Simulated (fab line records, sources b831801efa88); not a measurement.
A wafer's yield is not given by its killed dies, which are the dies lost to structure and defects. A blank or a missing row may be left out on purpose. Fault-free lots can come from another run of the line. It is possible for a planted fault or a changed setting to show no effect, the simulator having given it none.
Comparing a struck lot with a sound one | flow sfq-line | 43 out of 325 route steps
Sound: wafers L986.2, L986.3, L986.6. Wafers struck: L992.1, L992.3, L992.4. The cause is given at the end.
Each step with rows lists, per side, the tool, then ch with its chambers, then its first start. Under that, the readings that differ: sound wafers | struck wafers | difference of the means | sigmas: that difference in standard deviations of wafers without a fault.
alike: readings with means less than 2 such deviations apart, plus words and numbers identical on both sides. not compared: withheld readings, readings lacking a value on some wafer, bounds such as >300 that could conceal the same value, and numbers that have no deviation in the record and whose values overlap.
The two part at a step that has a row with sigmas, a row that says differs or no value, or rows on one side only. When numbers do not overlap yet have no deviation, they are printed without sigmas and do not part them. A reading missing from all wafers of one side parts the sides only when that side holds two or more wafers.

first, 3 steps without rows for these wafers: SFQ_TRILAYER_M5_LITHO_EXPOSE_124 (exposes mask M5, target cd 700 nm); SFQ_TRILAYER_M5_LITHO_PEB_126 (peb time 60 s); SFQ_TRILAYER_M5_LITHO_DEVELOP_125 (time 60 s).
SFQ_M5_OVL_MEAS_932:
  sound on overlay-02 at day 60 16:28; struck on overlay-02 at day 61 11:08
  reading     | sound    | struck  | difference | sigmas
  M5_OVL (nm) | -1 -4 -9 | 13 15 6 | +16        | +3
then, 4 steps without rows for these wafers: SFQ_TRILAYER_M5_BARC_OPEN_METAL_ETCH_161 (etches BARC in O2, target depth 125 nm, time 41.7 s); SFQ_TRILAYER_M5_ETCH_METAL_ETCH_126 (etches Nb in Cl2/BCl3, stops on SiO2, time 203.2 s, target depth 265 nm); SFQ_TRILAYER_M5_STRIP_STRIP_127 (strips in O2); SFQ_TRILAYER_M5_STRIP_SOLV_CLEAN_128 (cleans in NMP, time 600 s).
SFQ_TRILAYER_A5B_DEP_PECVD_129: deposits SiO2 from SiH4/N2O, time 133.33 s, target thk 600 nm.
  sound on pecvd-01 ch 0,2, day 60 17:31; struck on pecvd-01 ch 0,1, day 61 12:11
  alike: heater-power-w, rf-fwd-power-W, throttle-valve-pct
  not compared: since-wet-clean-h
then, 1 step without rows for these wafers: SFQ_TRILAYER_A5B_CMP_CMP_130 (polishes, stops on Nb, target thk 340.7 nm).
SFQ_TRILAYER_A5B_METRO_MEASURE_131:
  sound on film-metro-01 at day 60 20:49; struck on film-metro-01 at day 61 17:55
  alike: thk-nm
SFQ_TRILAYER_R5_DEP_SPUTTER_132: material Ti, target thk 5 nm, time 5 s.
  sound on pvd-sputter-05 at day 60 21:49; struck on pvd-sputter-05 at day 61 19:07
  alike: base-pressure-pa, cathode-dc-power-W, throttle-valve-pct
SFQ_TRILAYER_R5_DEP_SPUTTER_133: material MoNx, target thk 40 nm, time 66.7 s.
  sound on pvd-sputter-05 at day 60 21:49; struck on pvd-sputter-05 at day 61 19:08
  reading                                               | sound                | struck               | difference | sigmas
  cathode-dc-power-W (W)                                | 1000.1 1000.1 999.94 | 1043.7 1044.2 1043.9 | +43.9      | +99 or more
  model.MoNx_of_TRILAYER_R5_DEP_SPUTTER_133.thk-nm (nm) | 40.45 40.68 40.96    | 42.51 42.54 42.16    | +1.71      |
  alike: base-pressure-pa, throttle-valve-pct
then, 1 step without rows for these wafers: SFQ_TRILAYER_R5_DEP_SPUTTER_134 (material Ti, target thk 5 nm, time 5 s).
SFQ_R5_RS_MEAS_933: uses a four-point probe to measure.
  sound on film-metro-03 at day 60 21:55; struck on film-metro-02 at day 61 19:13
  reading             | sound          | struck         | difference | sigmas
  R5_MONX_RS (ohm/sq) | 7.00 6.95 6.89 | 6.63 6.67 6.70 | -0.28      | -3
SFQ_R5_THK_MEAS_934: measures by xrf.
  sound on film-metro-03 at day 60 22:02; struck on film-metro-02 at day 61 19:20
  reading          | sound          | struck         | difference | sigmas
  R5_MONX_THK (nm) | 40.1 40.0 40.6 | 42.9 43.0 42.5 | +2.6       | +4
then, 6 steps without rows for these wafers: SFQ_TRILAYER_R5_LITHO_COAT_141 (resist thk 62 nm); SFQ_TRILAYER_R5_LITHO_COAT_136 (resist thk 600 nm); SFQ_TRILAYER_R5_LITHO_SOFTBAKE_140; SFQ_TRILAYER_R5_LITHO_EXPOSE_137 (exposes mask R5, target cd 500 nm); SFQ_TRILAYER_R5_LITHO_PEB_139 (peb time 60 s); SFQ_TRILAYER_R5_LITHO_DEVELOP_138 (time 60 s).
-- the record jumps here: 5 days lie between the struck wafers' starts before and after --
SFQ_R5_OVL_MEAS_935:
  sound on overlay-01 at day 61 00:59; struck on overlay-01 at day 66 20:31
  alike: R5_OVL
then, 1 step without rows for these wafers: SFQ_TRILAYER_R5_BARC_OPEN_METAL_ETCH_177 (etches BARC in O2, target depth 125 nm, time 41.7 s).
SFQ_TRILAYER_R5_ETCH_METAL_ETCH_139: etches the open film in Cl2, stops on SiO2, target depth 60 nm, time 40 s.
  sound on rie-metal-02 ch 0,1, day 61 01:04; struck on rie-metal-04 ch 0,1, day 66 20:37
  alike: chamber-pressure-mTorr, drypump-motor-current-A, oes-product-au, rf-fwd-power-W
  not compared: rf-hours-counter-h
then, 9 steps without rows for these wafers: SFQ_TRILAYER_R5_STRIP_STRIP_140 (strips in O2); SFQ_TRILAYER_R5_STRIP_SOLV_CLEAN_141 (cleans in NMP, time 600 s); SFQ_TRILAYER_A5C_DEP_PECVD_142 (deposits SiO2 from SiH4/N2O, time 15.556 s, target thk 70 nm); SFQ_TRILAYER_I5_LITHO_COAT_149 (resist thk 62 nm); SFQ_TRILAYER_I5_LITHO_COAT_144 (resist thk 650 nm); SFQ_TRILAYER_I5_LITHO_SOFTBAKE_148; SFQ_TRILAYER_I5_LITHO_EXPOSE_145 (exposes mask I5, target cd 700 nm); SFQ_TRILAYER_I5_LITHO_PEB_147 (peb time 60 s); SFQ_TRILAYER_I5_LITHO_DEVELOP_146 (time 60 s).
SFQ_I5_OVL_MEAS_936:
  sound on overlay-01 at day 66 04:55; struck on overlay-01 at day 66 23:44
  alike: I5_OVL
SFQ_TRILAYER_I5_BARC_OPEN_VIA_ETCH_200: etches BARC in O2, target depth 125 nm, time 41.7 s.
  sound on rie-diel-02 ch 0,2,3, day 66 04:57; struck on rie-diel-02 ch 0,2,3, day 66 23:46
  alike: chamber-pressure-mTorr, drypump-motor-current-A, oes-product-au, rf-fwd-power-W
  not compared: rf-hours-counter-h
then, 6 steps without rows for these wafers: SFQ_TRILAYER_I5_ETCH_VIA_ETCH_147 (etches the open film in CHF3, stops on Nb, target depth 360 nm); SFQ_TRILAYER_I5_STRIP_STRIP_148 (strips in O2); SFQ_TRILAYER_I5_STRIP_SOLV_CLEAN_149 (cleans in NMP, time 600 s); SFQ_TRILAYER_C5_LITHO_COAT_156 (resist thk 62 nm); SFQ_TRILAYER_C5_LITHO_COAT_151 (resist thk 650 nm); SFQ_TRILAYER_C5_LITHO_SOFTBAKE_155.
-- the record jumps here: 16 days lie between the struck wafers' starts before and after --
SFQ_M8_BOW_MEAS_951:
  sound on film-metro-03 at day 80 18:17; struck on film-metro-02 at day 82 15:46
  reading                 | sound             | struck            | difference | sigmas
  model.etest.r5.ohm-um   | 13.92 13.85 13.76 | 13.29 13.32 13.38 | -0.51      |
  model.etest.r5.ohm-sq   | 6.976 6.937 6.89  | 6.639 6.635 6.693 | -0.279     |
  model.etest.c5.link-ohm | 7.928 7.883 7.844 | 7.589 7.592 7.651 | -0.274     |
  alike: M8_BOW

WHERE THEY PART
Last at SFQ_R5_THK_MEAS_934 as far as this record goes, first at SFQ_M5_OVL_MEAS_932. Later steps at which nothing parts them and some readings are alike: SFQ_R5_OVL_MEAS_935, SFQ_TRILAYER_R5_ETCH_METAL_ETCH_139, SFQ_I5_OVL_MEAS_936, SFQ_TRILAYER_I5_BARC_OPEN_VIA_ETCH_200, SFQ_M8_BOW_MEAS_951.

WHY: what the simulator had put in
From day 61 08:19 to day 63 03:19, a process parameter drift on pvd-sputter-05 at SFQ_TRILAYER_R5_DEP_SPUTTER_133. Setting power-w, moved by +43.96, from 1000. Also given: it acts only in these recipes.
